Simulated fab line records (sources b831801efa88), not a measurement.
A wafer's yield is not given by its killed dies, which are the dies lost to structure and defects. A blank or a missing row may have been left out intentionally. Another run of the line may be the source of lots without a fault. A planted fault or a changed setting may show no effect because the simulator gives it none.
Problem report in the 8D (eight disciplines) form, filled by code | flow sky130 | the parts of the form that need people (team, actions taken, sign-off) are left out

== 1. THE PROBLEM ==
Wafers free of any fault read 566 nm (standard deviation 6.7) for CONTACT_HDPCVD_THK at SKY_CONTACT_THK_MEAS_03, against a mean of 679 nm on 3 wafers of 2 lots. Measured from the usual mean, that is +17 standard deviations.
First seen on wafer L866.4, day 32 10:44, on film-metro-04. The record has a number at this step for 37 wafers belonging to 13 lots. The rule behind "out" and "out of limits": a value lying over 4 standard deviations away from the usual mean. The rest of the wafers with a number are treated as sound.

== 2. WHAT IT IS, WHAT IT ISN'T ==
question                    | is                           | is not
which readings at this step | CONTACT_HDPCVD_THK           | -
which lots                  | L866, L868                   | L861, L863, L864, L865, L877, L878, L879, L880, L881, L882, L883
which wafers of those lots  | L866.4, L866.5, L868.5       | L868.1
read on which gauges        | film-metro-03, film-metro-04 | film-metro-01
when                        | from day 32 10:44            | up to then (12 sound wafers); but 22 sound wafers of L868, L877, L878, L879, L880, L881, L882, L883 came after

== 3. WHAT RULES OUT EACH SUSPECT ==
Counting: a tool at a process step up to the reading stays a suspect if it ran every lot that is out. Sound lots after the first of them don't rule it out here, since some wafers of a struck lot are sound.
- the gauge at SKY_CONTACT_THK_MEAS_03 is ruled out. Those wafers that are out were read across 2 gauges (film-metro-03, film-metro-04).
- hdpcvd-01 at SKY_CONTACT_HDPCVD_02 (deposits SiO2, target thk 565 nm, time 94.2 s): kept. Ran every lot that is out, first one L866 (day 32 10:40); last sound lot up to then L865 (day 32 03:56). Its own readings are out on those wafers: run-length-s.
- Within hdpcvd-01 at SKY_CONTACT_HDPCVD_02: the wafers that are out ran in chambers 1, 2; their sound lot-mates ran in chamber 0.
After counting, what remains is hdpcvd-01 at SKY_CONTACT_HDPCVD_02.

== 4. THE CAUSE (what the simulator had put in) ==
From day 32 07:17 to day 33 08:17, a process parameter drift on hdpcvd-01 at SKY_CONTACT_HDPCVD_02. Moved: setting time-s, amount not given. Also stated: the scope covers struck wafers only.
This tool alone remained once counting was done.

== 5. THE EFFECT CHAIN, in route order ==
Each row: a reading where the mean over the struck wafers with a number is more than 3 standard deviations away from the usual. Scope: only readings with a usual standard deviation given in the record; hours: median across lots of the time from each lot's start at the first step in this table that gives one to its start at this step; sigmas: change in usual standard deviations.
hours | step                    | reading            | usual   | on struck wafers | change | sigmas
0     | SKY_CONTACT_HDPCVD_02   | run-length-s       | 122.0 s | 142.3            | +20.3  | +27
0     | SKY_CONTACT_THK_MEAS_03 | CONTACT_HDPCVD_THK | 566 nm  | 679              | +113   | +17
0     | SKY_CONTACT_CMP_04      | time-to-endpoint-s | 83 s    | 123              | +40    | +11
Here are the process steps it includes:
- SKY_CONTACT_HDPCVD_02: deposits SiO2, target thk 565 nm, time 94.2 s.
- SKY_CONTACT_CMP_04: polishes SiO2.
Later measuring or inspecting steps at which every struck wafer that the step has a row for has a number for every such reading, and none has moved that far: SKY_CONTACT_BOW_MEAS_05, SKY_CONTACT_THK_MEAS_26.

== 6. WHAT WOULD HAVE CAUGHT IT SOONER ==
3 hours passed between the start of the fault at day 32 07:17 and the first reading out of limits at a measuring or inspecting step in this record, taken at day 32 10:44.
Tool's own readings at SKY_CONTACT_HDPCVD_02, run-length-s: out on all struck wafers the step has rows for; an alarm limit on them would have tripped on the first.
Of the lots that are out (2), L868 began SKY_CONTACT_HDPCVD_02 on hdpcvd-01 after day 32 10:44. Putting the tool on hold at that point would have spared it.
